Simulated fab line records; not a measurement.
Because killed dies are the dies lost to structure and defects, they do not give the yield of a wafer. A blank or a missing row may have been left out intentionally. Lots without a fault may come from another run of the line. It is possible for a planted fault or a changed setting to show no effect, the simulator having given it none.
The tool behind it: which one? :: flow gf180mcu :: 11 lots with 33 wafers sampled at 6 steps, on a route of 602 steps

WHAT THE GAUGES SHOWED, per wafer
GF_PASSIVATION_THK_MEAS_01.
lot: L153
measured: day 28 10:51
on: film_metro-04
PASSIVATION_CVD_00_THK (nm): 1035 1024 1033

lot: L154
measured: day 28 12:17
on: film_metro-04
PASSIVATION_CVD_00_THK (nm): 995 1005 1009

lot: L157
measured: day 29 10:21
on: film_metro-02
PASSIVATION_CVD_00_THK (nm): 999 1004 1011

lot: L159
measured: day 30 02:17
on: film_metro-04
PASSIVATION_CVD_00_THK (nm): 985 988 992

lot: L162
measured: day 30 22:15
on: film_metro-01
PASSIVATION_CVD_00_THK (nm): 1001 1014 1026

lot: L163
measured: day 31 01:37
on: film_metro-01
PASSIVATION_CVD_00_THK (nm): 980 1004 1016

lot: L169
measured: day 32 15:56
on: film_metro-02
PASSIVATION_CVD_00_THK (nm): 985 994 990

lot: L171
measured: day 33 07:20
on: film_metro-01
PASSIVATION_CVD_00_THK (nm): 977 1002 992

lot: L173
measured: day 33 15:34
on: film_metro-02
PASSIVATION_CVD_00_THK (nm): 960 968 996

lot: L174
measured: day 33 22:51
on: film_metro-04
PASSIVATION_CVD_00_THK (nm): 998 1015 1006

lot: L176
measured: day 34 07:08
on: film_metro-02
PASSIVATION_CVD_00_THK (nm): 979 977 999

GF_PASSIVATION_THK_MEAS_03.
lot: L153
measured: day 28 11:12
on: film_metro-01
PASSIVATION_CVD_02_THK (nm): 700 702 696

lot: L154
measured: day 28 12:38
on: film_metro-04
PASSIVATION_CVD_02_THK (nm): 691 691 707

lot: L157
measured: day 29 10:41
on: film_metro-04
PASSIVATION_CVD_02_THK (nm): 691 712 711

lot: L159
measured: day 30 02:46
on: film_metro-01
PASSIVATION_CVD_02_THK (nm): 687 689 690

lot: L162
measured: day 30 22:35
on: film_metro-01
PASSIVATION_CVD_02_THK (nm): 593 695 703

lot: L163
measured: day 31 01:58
on: film_metro-04
PASSIVATION_CVD_02_THK (nm): 700 612 711

lot: L169
measured: day 32 16:17
on: film_metro-02
PASSIVATION_CVD_02_THK (nm): 697 703 712

lot: L171
measured: day 33 07:41
on: film_metro-01
PASSIVATION_CVD_02_THK (nm): 697 710 710

lot: L173
measured: day 33 15:55
on: film_metro-01
PASSIVATION_CVD_02_THK (nm): 696 705 710

lot: L174
measured: day 33 23:12
on: film_metro-01
PASSIVATION_CVD_02_THK (nm): 688 713 703

lot: L176
measured: day 34 07:29
on: film_metro-04
PASSIVATION_CVD_02_THK (nm): 694 699 698

GF_PASSIVATION_BOW_MEAS_14.
lot: L153
measured: day 29 08:06
on: film_metro-04
PASSIVATION_BOW (um): 136 135 135

lot: L154
measured: day 29 10:25
on: film_metro-04
PASSIVATION_BOW (um): 153 147 150

lot: L157
measured: day 30 07:43
on: film_metro-01
PASSIVATION_BOW (um): 120 133 127

lot: L159
measured: day 30 22:10
on: film_metro-04
PASSIVATION_BOW (um): 160 157 153

lot: L162
measured: day 31 17:26
on: film_metro-01
PASSIVATION_BOW (um): 139 135 141

lot: L163
measured: day 31 21:05
on: film_metro-01
PASSIVATION_BOW (um): 132 141 145

lot: L169
measured: day 33 09:56
on: film_metro-02
PASSIVATION_BOW (um): 149 138 130

lot: L171
measured: day 34 00:57
on: film_metro-02
PASSIVATION_BOW (um): 134 136 135

lot: L173
measured: day 34 08:48
on: film_metro-01
PASSIVATION_BOW (um): 125 130 122

lot: L174
measured: day 34 15:45
on: film_metro-04
PASSIVATION_BOW (um): 128 129 120

lot: L176
measured: day 34 23:53
on: film_metro-02
PASSIVATION_BOW (um): 137 133 123

TOOL THAT RAN EACH LOT (tool first, then ch and the chambers of the sampled wafers, then the start)
lot: L153
GF_V5_ETCH_16: rie_diel-03 ch 1,2,3, day 27 12:57
GF_PASSIVATION_CVD_02: pecvd-01 ch 0,1,2, day 28 11:02
GF_PASSIVATION_ETCH_11: rie_diel-02 ch 2,3, day 29 06:12

lot: L154
GF_V5_ETCH_16: rie_diel-03 ch 1,2,3, day 27 13:40
GF_PASSIVATION_CVD_02: pecvd-04 ch 1,2, day 28 12:19
GF_PASSIVATION_ETCH_11: rie_diel-02 ch 1,2,3, day 29 08:09

lot: L157
GF_V5_ETCH_16: rie_diel-02 ch 0,2,3, day 28 12:21
GF_PASSIVATION_CVD_02: pecvd-04 ch 0,1,2, day 29 10:23
GF_PASSIVATION_ETCH_11: rie_diel-01 ch 2,3, day 30 05:26

lot: L159
GF_V5_ETCH_16: rie_diel-03 ch 0,1,3, day 29 04:24
GF_PASSIVATION_CVD_02: pecvd-01 ch 2, day 30 02:20
GF_PASSIVATION_ETCH_11: rie_diel-03 ch 0,1,2, day 30 20:20

lot: L162
GF_V5_ETCH_16: rie_diel-03 ch 1,2,3, day 30 01:07
GF_PASSIVATION_CVD_02: pecvd-04 ch 0,1,2, day 30 22:17
GF_PASSIVATION_ETCH_11: rie_diel-03 ch 1,2, day 31 15:33

lot: L163
GF_V5_ETCH_16: rie_diel-04 ch 0,3, day 30 04:42
GF_PASSIVATION_CVD_02: pecvd-04 ch 1,2, day 31 01:41
GF_PASSIVATION_ETCH_11: rie_diel-03 ch 0,1,3, day 31 19:15

lot: L169
GF_V5_ETCH_16: rie_diel-04 ch 0,1,3, day 31 20:17
GF_PASSIVATION_CVD_02: pecvd-03 ch 1,2, day 32 15:59
GF_PASSIVATION_ETCH_11: rie_diel-01 ch 0,2, day 33 08:03

lot: L171
GF_V5_ETCH_16: rie_diel-02 ch 0,1,2, day 32 12:41
GF_PASSIVATION_CVD_02: pecvd-03 ch 1,2, day 33 07:23
GF_PASSIVATION_ETCH_11: rie_diel-01 ch 0,2,3, day 33 23:06

lot: L173
GF_V5_ETCH_16: rie_diel-04 ch 0,2, day 32 21:42
GF_PASSIVATION_CVD_02: pecvd-03 ch 0,1,2, day 33 15:37
GF_PASSIVATION_ETCH_11: rie_diel-01 ch 1,2,3, day 34 06:57

lot: L174
GF_V5_ETCH_16: rie_diel-03 ch 2,3, day 33 05:01
GF_PASSIVATION_CVD_02: pecvd-03 ch 1,2, day 33 22:54
GF_PASSIVATION_ETCH_11: rie_diel-02 ch 1,2,3, day 34 13:54

lot: L176
GF_V5_ETCH_16: rie_diel-04 ch 1,2,3, day 33 13:07
GF_PASSIVATION_CVD_02: pecvd-01 ch 0,2, day 34 07:11
GF_PASSIVATION_ETCH_11: rie_diel-02 ch 1,2,3, day 34 22:03
- GF_V5_ETCH_16: etches BARC in N2/H2.
- GF_PASSIVATION_CVD_02: deposits Si3N4, target thk 700 nm, time 486.18 s.
- GF_PASSIVATION_ETCH_11: etches the open film in CF4/O2, stops on TiN, target depth 1800 nm, time 400 s.

WHAT THE TOOLS THEMSELVES READ (means of the sampled wafers that have a number; where no wafer has one, the mark that the record gives instead)
GF_V5_ETCH_16.
lot: L153
tool: rie_diel-03
drypump_motor_current_A (A): 5.5
oes_product_au (a.u.): 0.852
throttle_valve_pct (%): 13.221

lot: L154
tool: rie_diel-03
drypump_motor_current_A (A): 5.6
oes_product_au (a.u.): 0.856
throttle_valve_pct (%): 13.226

lot: L157
tool: rie_diel-02
drypump_motor_current_A (A): 5.7
oes_product_au (a.u.): 0.857
throttle_valve_pct (%): 13.222

lot: L159
tool: rie_diel-03
drypump_motor_current_A (A): 5.6
oes_product_au (a.u.): 0.859
throttle_valve_pct (%): 13.224

lot: L162
tool: rie_diel-03
drypump_motor_current_A (A): 5.5
oes_product_au (a.u.): 0.854
throttle_valve_pct (%): 13.225

lot: L163
tool: rie_diel-04
drypump_motor_current_A (A): 5.8
oes_product_au (a.u.): 0.858
throttle_valve_pct (%): 13.233

lot: L169
tool: rie_diel-04
drypump_motor_current_A (A): 5.9
oes_product_au (a.u.): 0.850
throttle_valve_pct (%): 13.224

lot: L171
tool: rie_diel-02
drypump_motor_current_A (A): 5.8
oes_product_au (a.u.): 0.855
throttle_valve_pct (%): 13.216

lot: L173
tool: rie_diel-04
drypump_motor_current_A (A): 5.6
oes_product_au (a.u.): 0.855
throttle_valve_pct (%): 13.223

lot: L174
tool: rie_diel-03
drypump_motor_current_A (A): 5.5
oes_product_au (a.u.): 0.856
throttle_valve_pct (%): 13.225

lot: L176
tool: rie_diel-04
drypump_motor_current_A (A): 6.1
oes_product_au (a.u.): 0.855
throttle_valve_pct (%): 13.227

GF_PASSIVATION_CVD_02.
lot: L153
tool: pecvd-01
heater_power_w (W): 588
rf_fwd_power_W (W): 449.1

lot: L154
tool: pecvd-04
heater_power_w (W): 847
rf_fwd_power_W (W): 447.6

lot: L157
tool: pecvd-04
heater_power_w (W): 830
rf_fwd_power_W (W): 449.6

lot: L159
tool: pecvd-01
heater_power_w (W): 596
rf_fwd_power_W (W): 447.5

lot: L162
tool: pecvd-04
heater_power_w (W): 829
rf_fwd_power_W (W): 389.0

lot: L163
tool: pecvd-04
heater_power_w (W): 833
rf_fwd_power_W (W): 390.0

lot: L169
tool: pecvd-03
heater_power_w (W): 673
rf_fwd_power_W (W): 449.3

lot: L171
tool: pecvd-03
heater_power_w (W): 624
rf_fwd_power_W (W): 447.8

lot: L173
tool: pecvd-03
heater_power_w (W): 713
rf_fwd_power_W (W): 448.2

lot: L174
tool: pecvd-03
heater_power_w (W): 700
rf_fwd_power_W (W): 449.4

lot: L176
tool: pecvd-01
heater_power_w (W): 654
rf_fwd_power_W (W): 448.3

GF_PASSIVATION_ETCH_11.
lot: L153
tool: rie_diel-02
O2_flow_sccm (sccm): 10.012
cf4_flow_sccm (sccm): 80.24
drypump_motor_current_A (A): 5.7
oes_product_au (a.u.): 0.973
throttle_valve_pct (%): 5.960

lot: L154
tool: rie_diel-02
O2_flow_sccm (sccm): 10.017
cf4_flow_sccm (sccm): 80.32
drypump_motor_current_A (A): 5.6
oes_product_au (a.u.): 0.959
throttle_valve_pct (%): 5.963

lot: L157
tool: rie_diel-01
O2_flow_sccm (sccm): 9.973
cf4_flow_sccm (sccm): 80.08
drypump_motor_current_A (A): 6.0
oes_product_au (a.u.): 0.964
throttle_valve_pct (%): 5.962

lot: L159
tool: rie_diel-03
O2_flow_sccm (sccm): 9.979
cf4_flow_sccm (sccm): 79.90
drypump_motor_current_A (A): 5.7
oes_product_au (a.u.): 0.956
throttle_valve_pct (%): 5.963

lot: L162
tool: rie_diel-03
O2_flow_sccm (sccm): 10.001
cf4_flow_sccm (sccm): 80.15
drypump_motor_current_A (A): 5.6
oes_product_au (a.u.): 0.956
throttle_valve_pct (%): 5.961

lot: L163
tool: rie_diel-03
O2_flow_sccm (sccm): 10.005
cf4_flow_sccm (sccm): 80.00
drypump_motor_current_A (A): 5.6
oes_product_au (a.u.): 0.951
throttle_valve_pct (%): 5.960

lot: L169
tool: rie_diel-01
O2_flow_sccm (sccm): 9.986
cf4_flow_sccm (sccm): 79.61
drypump_motor_current_A (A): 5.8
oes_product_au (a.u.): 0.961
throttle_valve_pct (%): 5.962

lot: L171
tool: rie_diel-01
O2_flow_sccm (sccm): 9.989
cf4_flow_sccm (sccm): 80.04
drypump_motor_current_A (A): 5.9
oes_product_au (a.u.): 0.966
throttle_valve_pct (%): 5.960

lot: L173
tool: rie_diel-01
O2_flow_sccm (sccm): 9.985
cf4_flow_sccm (sccm): 79.94
drypump_motor_current_A (A): 5.6
oes_product_au (a.u.): 0.959
throttle_valve_pct (%): 5.957

lot: L174
tool: rie_diel-02
O2_flow_sccm (sccm): 10.022
cf4_flow_sccm (sccm): 79.89
drypump_motor_current_A (A): 5.6
oes_product_au (a.u.): 0.965
throttle_valve_pct (%): 5.961

lot: L176
tool: rie_diel-02
O2_flow_sccm (sccm): 10.027
cf4_flow_sccm (sccm): 80.03
drypump_motor_current_A (A): 5.6
oes_product_au (a.u.): 0.957
throttle_valve_pct (%): 5.960

THE ANSWER, worked out from the rows above alone
Rule: what is usual is taken from the lots themselves. The widest of any qualifying gaps counts: lots, ordered by their means at a reading, are off when they make up no more than a third of the lots, leave a main group of 4 or more, and stand apart from it by 3 or more times the standard deviation of that group's means. Not used: any main group whose means are identical at the precision the tables above print for the reading. A lot without any number at a reading at which 4 lots or more have one is off too. The other lots that the step has rows for count as sound. First the gauges in route order, then the tools' own readings, where a lot's mean is used as printed above. The first step at which some lot is off is used, and at that step the reading that is off furthest; a lot without a number counts as furthest.
Off, at GF_PASSIVATION_CVD_02 on rf_fwd_power_W: L162, L163. For the main group the mean is 448.5 W and the standard deviation 0.78.
A tool fits if, at that step or a process step before it, it ran every lot that is off, and no sound lot after the first of them. One fits: GF_PASSIVATION_CVD_02 on pecvd-04. A fault onset in the window from L157 (day 29 10:23, its last sound lot) to L162 (day 30 22:17, its first lot off) fits.
On the lots that are off, the tool's own readings at GF_PASSIVATION_CVD_02 differ by more than 5 times the standard deviation of the sound lots' means, which bears it out; rf_fwd_power_W reads 389.5 W there versus 448.5 W on the sound lots.

WHAT HAD BEEN PUT IN BY THE SIMULATOR
pecvd-04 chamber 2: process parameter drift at GF_PASSIVATION_CVD_02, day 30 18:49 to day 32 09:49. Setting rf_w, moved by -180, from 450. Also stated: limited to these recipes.
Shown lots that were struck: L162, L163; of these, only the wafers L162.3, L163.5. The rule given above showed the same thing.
